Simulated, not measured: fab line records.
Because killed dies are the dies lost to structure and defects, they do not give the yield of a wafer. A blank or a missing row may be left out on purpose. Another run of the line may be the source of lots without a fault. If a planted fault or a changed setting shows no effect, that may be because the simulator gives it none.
2 desks looking at one fault | flow sfq line | numbers are kept per desk, each desk with only its own; the story behind them comes last

== THE TOOL OWNER'S DESK: pecvd-04 ==
The tool's own readings at SFQ_TRILAYER_I3_DEP_PECVD_081 (deposits SiO2 from SiH4/N2O, time 111.11 s, target thk 500 nm): means of the sampled wafers that have a number, for each lot that ran on this tool. If a lot's mean is further than 4 standard deviations from the usual mean, the lot is out of limits and carries the mark OUT (the distance appears in the brackets).
Columns: A = heater power w at SFQ_TRILAYER_I3_DEP_PECVD_081, usual 86 W; B = rf fwd power W at SFQ_TRILAYER_I3_DEP_PECVD_081, usual 182.4 W; C = showerhead vpp V at SFQ_TRILAYER_I3_DEP_PECVD_081, usual 832 V; D = throttle valve pct at SFQ_TRILAYER_I3_DEP_PECVD_081, usual 24.6 %
lot  | first seen here | A   | B                       | C               | D
L837 | day 31 01:40    | 66  | 182.5                   | 871             | 24.4
L838 | day 32 07:57    | 66  | 256.3 (+99 or more) OUT | 1009 (+5.1) OUT | 24.2
L839 | day 32 13:55    | 94  | 255.1 (+99 or more) OUT | 982 (+4.3) OUT  | 24.2
L849 | day 46 03:28    | 100 | 182.1                   | 852             | 23.3
L851 | day 46 22:40    | 72  | 181.9                   | 859             | 23.1
L853 | day 47 10:39    | 79  | 183.0                   | 869             | 23.3
L855 | day 48 17:23    | 96  | 182.5                   | 852             | 23.1
L857 | day 49 09:35    | 76  | 181.6                   | 874             | 23.2
This desk finds L838, L839 out of limits, L838 being first, at day 32 07:57 (rf fwd power W at SFQ_TRILAYER_I3_DEP_PECVD_081). L837, L849, L851, L853, L855, L857 stayed within limits.

== METROLOGY DESK ==
What the gauges read, lot by lot, whatever tool the lot ran on: means of the sampled wafers that have a number. If a lot's mean is further than 4 standard deviations from the usual mean, the lot is out of limits and carries the mark OUT (the distance appears in the brackets).
Columns: A = I3_OVL at SFQ_I3_OVL_MEAS_923, usual 1 nm
lot  | first seen here | A
L837 | day 37 15:23    | 5
L838 | day 38 02:04    | 5
L839 | day 38 03:15    | 2
L843 | day 46 10:46    | -1
L846 | day 47 06:48    | 3
L848 | day 52 05:02    | -6
L849 | day 52 11:01    | 2
L851 | day 52 18:14    | -2
L852 | day 53 01:44    | -1
L853 | day 53 04:08    | 4
L854 | day 53 20:56    | 11
L855 | day 54 07:44    | 2
L856 | day 55 00:39    | -4
L857 | day 55 03:03    | 4
This desk found nothing out of limits on any of the 14 lots.

== TAKEN TOGETHER ==
The tool owner's desk could have raised an alarm at day 32 07:57, on L838, L839.
The metrology desk saw nothing out of limits.
The metrology desk has L838, L839 on record, within its limits.
All the named lots went through SFQ_TRILAYER_I3_DEP_PECVD_081 on pecvd-04.

== WHAT THE SIMULATOR HAD PUT IN ==
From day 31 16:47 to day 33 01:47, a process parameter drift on pecvd-04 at SFQ_TRILAYER_I3_DEP_PECVD_081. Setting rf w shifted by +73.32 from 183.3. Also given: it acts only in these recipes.
Shown lots that were struck: L838, L839.
Each desk's first reading out of limits, in hours after the fault started: the tool owner's desk, 15.
